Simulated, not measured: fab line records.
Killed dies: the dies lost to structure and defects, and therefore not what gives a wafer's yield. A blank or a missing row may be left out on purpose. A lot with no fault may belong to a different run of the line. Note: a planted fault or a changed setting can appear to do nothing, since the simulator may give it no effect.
Which tool was responsible? | flow sky130 | Sampling: 12 lots, 36 wafers, 5 of 708 route steps

## WHAT THE GAUGES SHOWED, per wafer
SKY_FIELD_ISO_THK_MEAS_23.
lot  | measured    | on           | FIELD_ISO_OXIDATION_01_THK (nm)
L817 | day 2 08:26 | filmMetro-03 | 10.12 10.13 10.13
L818 | day 2 14:02 | filmMetro-04 | 9.88 9.96 9.85
L820 | day 2 21:23 | filmMetro-03 | 9.84 10.02 9.96
L821 | day 3 04:29 | filmMetro-01 | 9.81 9.64 9.82
L822 | day 3 09:25 | filmMetro-04 | 9.92 9.94 10.03
L824 | day 3 17:59 | filmMetro-01 | 10.26 10.26 10.21
L825 | day 4 00:49 | filmMetro-04 | 10.04 9.97 9.94
L829 | day 5 01:26 | filmMetro-03 | 9.79 9.65 9.66
L831 | day 5 08:10 | filmMetro-04 | 4.46 4.09 4.03
L834 | day 6 04:57 | filmMetro-04 | 4.22 4.31 4.03
L836 | day 6 11:32 | filmMetro-03 | 10.04 9.96 9.94
L839 | day 7 04:35 | filmMetro-03 | 9.98 9.87 9.83

SKY_DNWELL_TW_MEAS_09.
lot  | measured    | on           | DNWELL_TW
L817 | day 3 06:53 | filmMetro-02 | 1125 1120 1119
L818 | day 3 12:19 | filmMetro-04 | 1112 1117 1117
L820 | day 3 19:45 | filmMetro-02 | 1119 1123 1126
L821 | day 4 02:31 | filmMetro-04 | 1111 1116 1114
L822 | day 4 05:47 | filmMetro-02 | 1122 1120 1125
L824 | day 4 17:08 | filmMetro-03 | 1122 1121 1122
L825 | day 5 00:17 | filmMetro-04 | 1105 1116 1106
L829 | day 6 03:04 | filmMetro-03 | 1117 1114 1115
L831 | day 6 07:27 | filmMetro-02 | 1109 1102 1098
L834 | day 7 04:23 | filmMetro-02 | 1123 1121 1119
L836 | day 7 14:14 | filmMetro-02 | 1115 1128 1126
L839 | day 8 05:31 | filmMetro-04 | 1116 1122 1123

SKY_POLY_GATE_CD_MEAS_13: the cd target is 150 nm.
lot  | measured     | on       | cdNm (nm)
L817 | day 16 12:28 | cdSem-01 | 152.0 152.0 149.6
L818 | day 16 23:25 | cdSem-01 | 150.3 152.0 151.2
L820 | day 17 06:13 | cdSem-02 | 150.0 150.8 151.3
L821 | day 17 17:55 | cdSem-02 | 149.1 149.4 148.7
L822 | day 17 20:38 | cdSem-02 | 149.9 148.3 148.5
L824 | day 19 18:47 | cdSem-02 | 151.3 152.0 150.8
L825 | day 19 20:05 | cdSem-02 | 150.6 152.4 151.8
L829 | day 21 14:27 | cdSem-02 | 148.6 148.9 148.5
L831 | day 21 23:11 | cdSem-02 | 150.7 151.0 149.1
L834 | day 23 05:20 | cdSem-01 | 148.6 148.6 149.4
L836 | day 23 17:26 | cdSem-01 | 149.2 150.4 148.5
L839 | day 24 15:06 | cdSem-01 | 153.3 152.7 152.5

## TOOL THAT RAN EACH LOT (tool first, then ch and the chambers of the sampled wafers, then the start)
lot  | SKY_FIELD_ISO_ETCH_14            | SKY_FIELD_ISO_OXIDATION_22
L817 | rieDiel-03 ch 0,2,3, day 2 05:43 | furnace-02 ch 0, day 2 07:15
L818 | rieDiel-02 ch 0,1,3, day 2 11:10 | furnace-01 ch 0, day 2 12:50
L820 | rieDiel-01 ch 0,1,3, day 2 19:40 | furnace-01 ch 0, day 2 20:12
L821 | rieDiel-02 ch 2,3, day 3 01:52   | furnace-01 ch 0, day 3 03:19
L822 | rieDiel-02 ch 2,3, day 3 07:16   | furnace-01 ch 0, day 3 08:14
L824 | rieDiel-03 ch 1,2,3, day 3 16:05 | furnace-02 ch 0, day 3 16:48
L825 | rieDiel-02 ch 0,2,3, day 3 22:49 | furnace-01 ch 0, day 3 23:38
L829 | rieDiel-02 ch 0,1,2, day 4 20:01 | furnace-02 ch 0, day 5 00:16
L831 | rieDiel-03 ch 0,1,3, day 5 06:10 | furnace-01 ch 0, day 5 07:00
L834 | rieDiel-02 ch 0,2,3, day 6 02:13 | furnace-01 ch 0, day 6 03:46
L836 | rieDiel-01 ch 0,2, day 6 08:59   | furnace-02 ch 0, day 6 10:22
L839 | rieDiel-02 ch 0,1,2, day 7 02:52 | furnace-02 ch 0, day 7 03:25
- SKY_FIELD_ISO_ETCH_14: etches BARC in N2/H2, stops on SiO2, time 45.9 s, target depth 60 nm.
- SKY_FIELD_ISO_OXIDATION_22: stabilise 600 s, purge 300 s, target thk 10 nm.

## AS READ BY THE TOOLS THEMSELVES (means over the sampled wafers that have a number; for cases with no such wafer, the mark the record gives instead)
SKY_FIELD_ISO_ETCH_14.
lot  | tool       | drypumpMotorCurrentA (A) | oesProductAu (a.u.) | throttleValvePct (%)
L817 | rieDiel-03 | 5.3                      | 0.859               | 13.233
L818 | rieDiel-02 | 5.5                      | 0.856               | 13.229
L820 | rieDiel-01 | 5.6                      | 0.857               | 13.231
L821 | rieDiel-02 | 6.1                      | 0.857               | 13.215
L822 | rieDiel-02 | 5.7                      | 0.854               | 13.226
L824 | rieDiel-03 | 5.0                      | 0.856               | 13.220
L825 | rieDiel-02 | 5.9                      | 0.858               | 13.226
L829 | rieDiel-02 | 5.8                      | 0.859               | 13.227
L831 | rieDiel-03 | 5.3                      | 0.854               | 13.233
L834 | rieDiel-02 | 5.9                      | 0.853               | 13.223
L836 | rieDiel-01 | 5.5                      | 0.853               | 13.234
L839 | rieDiel-02 | 5.8                      | 0.856               | 13.216

SKY_FIELD_ISO_OXIDATION_22.
lot  | tool       | spikeTcLowerC (C) | zonePowerUpperPct (%)
L817 | furnace-02 | 951.9             | 22.4
L818 | furnace-01 | 951.0             | 16.8
L820 | furnace-01 | 950.1             | 16.9
L821 | furnace-01 | 950.9             | 17.1
L822 | furnace-01 | 951.0             | 17.0
L824 | furnace-02 | 951.9             | 21.7
L825 | furnace-01 | 951.0             | 16.9
L829 | furnace-02 | 952.2             | 22.4
L831 | furnace-01 | 951.1             | 16.9
L834 | furnace-01 | 951.7             | 17.0
L836 | furnace-02 | 951.6             | 22.3
L839 | furnace-02 | 950.6             | 22.4

## THE ANSWER, worked out from the rows above alone
Rule: the lots themselves supply what counts as usual. Put in order of their means at a reading, lots are off if they are a third of the lots or fewer, leave a main group of 4 or more, and stand apart from it by a gap of 3 or more times the standard deviation of the main group's means; of several such gaps the widest counts. The tables above print the reading to a certain number of digits; a main group whose means all agree to those digits is not used. Also off: a lot with no number at a reading for which 4 or more lots have one. Any other lot the step has rows for is counted as sound. Order of review: gauges by route order, followed by the tools' own readings, for which a lot's mean as printed above is used. The first step at which some lot is off is used, and at that step the reading that is off furthest; a lot without a number counts as furthest.
Off: at SKY_FIELD_ISO_THK_MEAS_23 (FIELD_ISO_OXIDATION_01_THK), L831, L834. For the main group the mean is 9.95 nm and the standard deviation 0.15.
A tool fits if, at a process step before that reading, it ran every lot that is off, and no sound lot after the first of them. Those tools and the gauges at SKY_FIELD_ISO_THK_MEAS_23 are tried in the same way. 2 tools fit, furnace-01 at SKY_FIELD_ISO_OXIDATION_22 and filmMetro-04 at SKY_FIELD_ISO_THK_MEAS_23, so this cannot tell which one it is.

## WHAT WAS PUT IN BY THE SIMULATOR
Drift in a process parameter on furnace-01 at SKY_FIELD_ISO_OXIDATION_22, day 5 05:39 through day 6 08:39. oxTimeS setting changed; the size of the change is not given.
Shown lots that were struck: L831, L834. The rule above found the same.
